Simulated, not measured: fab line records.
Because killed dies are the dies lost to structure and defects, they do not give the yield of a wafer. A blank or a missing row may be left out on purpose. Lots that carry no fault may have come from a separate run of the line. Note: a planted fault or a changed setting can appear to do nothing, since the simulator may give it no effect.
A struck lot beside a sound one ; flow sky130 ; 28 steps out of a route of 708
Sound: wafers L691.3, L691.4, L691.6. Struck: wafers L705.1, L705.5, L705.6. The cause comes at the end.
For every step that has rows: the tool of each side, followed by ch and its chambers, followed by its first start. Under that, the readings that differ: sound wafers ; struck wafers ; difference of the means ; sigmas: that difference in standard deviations of wafers without a fault.
alike: readings with means less than 2 such deviations apart, plus words and numbers identical on both sides. not compared: withheld readings, readings lacking a value on some wafer, bounds such as >300 that could conceal the same value, and numbers that have no deviation in the record and whose values overlap.
A row with sigmas, a row that says differs or no value, or rows on one side alone: a step with any of these is where the two part. When numbers do not overlap yet have no deviation, they are printed without sigmas and do not part them. Lack of a reading on every wafer of one side parts them only where that side has two or more wafers.

SKY_POLY_GATE_CD_MEAS_13: the cd target is 150 nm.
  sound: cd-sem-01 at day 16 14:28; struck: cd-sem-02 at day 21 23:30
  alike: cd-nm
SKY_POLY_GATE_OVL_MEAS_14:
  sound: overlay-01 at day 16 14:34; struck: overlay-01 at day 21 23:37
  alike: POLY_GATE_OVL
SKY_POLY_GATE_ETCH_15: etches BARC in N2/H2, stops on SiO2, time 118.5 s, target depth 110 nm.
  sound on rie-diel-04 ch 0,1,2, day 16 14:35; struck on rie-diel-02 ch 1,2,3, day 21 23:40
  alike: drypump-motor-current-A, h2-flow-sccm, n2-flow-sccm, oes-product-au, throttle-valve-pct
  not compared: rf-hours-counter-h
SKY_POLY_GATE_ETCH_16: etches Si3N4 in CH3F/O2, stops on poly-Si, time 147.5 s, target depth 75 nm.
  sound on rie-diel-04 ch 0,1,2, day 16 14:40; struck on rie-diel-02 ch 1,2,3, day 21 23:44
  alike: drypump-motor-current-A, oes-product-au, throttle-valve-pct
  not compared: rf-hours-counter-h
SKY_POLY_GATE_ETCH_17: etches poly-Si in HBr/Cl2, stops on SiO2, target depth 180 nm, time 70.5 s.
  sound on rie-si-02 ch 0,3, day 16 14:46; struck on rie-si-01 ch 0,2, day 21 23:50
  alike: drypump-motor-current-A, oes-product-au, throttle-valve-pct
  not compared: rf-hours-counter-h
SKY_POLY_GATE_STRIP_18: strips in O2/N2.
  sound on plasma-asher-03 ch 0,1, day 16 14:51; struck on plasma-asher-02 ch 0,1, day 21 23:54
  alike: drypump-motor-current-A, n2-flow-sccm, oes-product-au, strip-time-to-endpoint-s
  not compared: rf-hours-counter-h
then, 2 steps without rows for these wafers: SKY_POLY_GATE_CLEAN_19 (cleans in SC1/SC2, time 150 s); SKY_POLY_GATE_OXIDATION_20 (stabilise 600 s, purge 300 s, target thk 4 nm).
SKY_POLY_GATE_THK_MEAS_21:
  sound: film-metro-01 at day 16 16:21; struck: film-metro-04 at day 22 01:18
reading;sound;struck;difference;sigmas
POLY_GATE_OXIDATION_THK (nm);4.10 4.14 4.03;3.87 3.82 3.88;-0.23;-3
SKY_POLY_GATE_CD_MEAS_22:
  sound: cd-sem-01 at day 16 16:27; struck: cd-sem-02 at day 22 01:22
  alike: cd-nm
then, 2 steps without rows for these wafers: SKY_LDD_N_DEHYDRATE_00 (time 60 s); SKY_LDD_N_HMDS_01 (prime time 60 s).
SKY_LDD_N_COAT_02: resist thk 300 nm.
  sound on litho-track-01 ch 0, day 17 06:37; struck on litho-track-04 ch 0, day 22 15:59
reading;sound;struck;difference;sigmas
model.NOVOLAK_of_LDD_N_COAT_02.thk-nm (nm);301.2 300.8 302;294.3 294.8 294.7;-6.7;
  alike: exhaust-pa
then, 3 steps without rows for these wafers: SKY_LDD_N_SOFTBAKE_03 (time 60 s); SKY_LDD_N_EXPOSE_04 (exposes mask NTM, target cd 840 nm); SKY_LDD_N_PEB_05.
SKY_LDD_N_DEVELOP_06: develop time 60 s.
  sound on litho-track-01 ch 0, day 17 21:07; struck on litho-track-01 ch 0, day 23 07:22
reading;sound;struck;difference;sigmas
model.NOVOLAK_of_LDD_N_COAT_02.thk-nm (nm);300.8 300.4 301.6;293.9 294.4 294.3;-6.7;
  alike: exhaust-pa
SKY_LDD_N_OVL_MEAS_07:
  sound: overlay-01 at day 17 21:13; struck: overlay-02 at day 23 07:31
  alike: LDD_N_OVL
then, 8 steps without rows for these wafers: SKY_LDD_N_IMPLANT_08; SKY_LDD_N_IMPLANT_09; SKY_LDD_N_IMPLANT_10; SKY_LDD_N_IMPLANT_11; SKY_LDD_N_IMPLANT_12; SKY_LDD_N_IMPLANT_13; SKY_LDD_N_IMPLANT_14; SKY_LDD_N_IMPLANT_15.
SKY_LDD_N_STRIP_16: strips in O2/N2.
  sound on plasma-asher-04 ch 0,1, day 17 22:29; struck on plasma-asher-01 ch 0,1, day 23 08:45
reading;sound;struck;difference;sigmas
strip-time-to-endpoint-s (s);4.335 4.327 4.330;4.240 4.240 4.245;-0.089;-6
  alike: drypump-motor-current-A, n2-flow-sccm, oes-product-au
  not compared: rf-hours-counter-h
SKY_LDD_N_TW_MEAS_17:
  sound: film-metro-01 at day 17 22:34; struck: film-metro-03 at day 23 08:51
reading;sound;struck;difference;sigmas
LDD_N_TW;2622 2633 2617;2570 2573 2579;-50;-2

## WHERE THEY PART
Last at SKY_LDD_N_TW_MEAS_17 as far as this record goes, first at SKY_POLY_GATE_THK_MEAS_21.

WHY: what the simulator had put in
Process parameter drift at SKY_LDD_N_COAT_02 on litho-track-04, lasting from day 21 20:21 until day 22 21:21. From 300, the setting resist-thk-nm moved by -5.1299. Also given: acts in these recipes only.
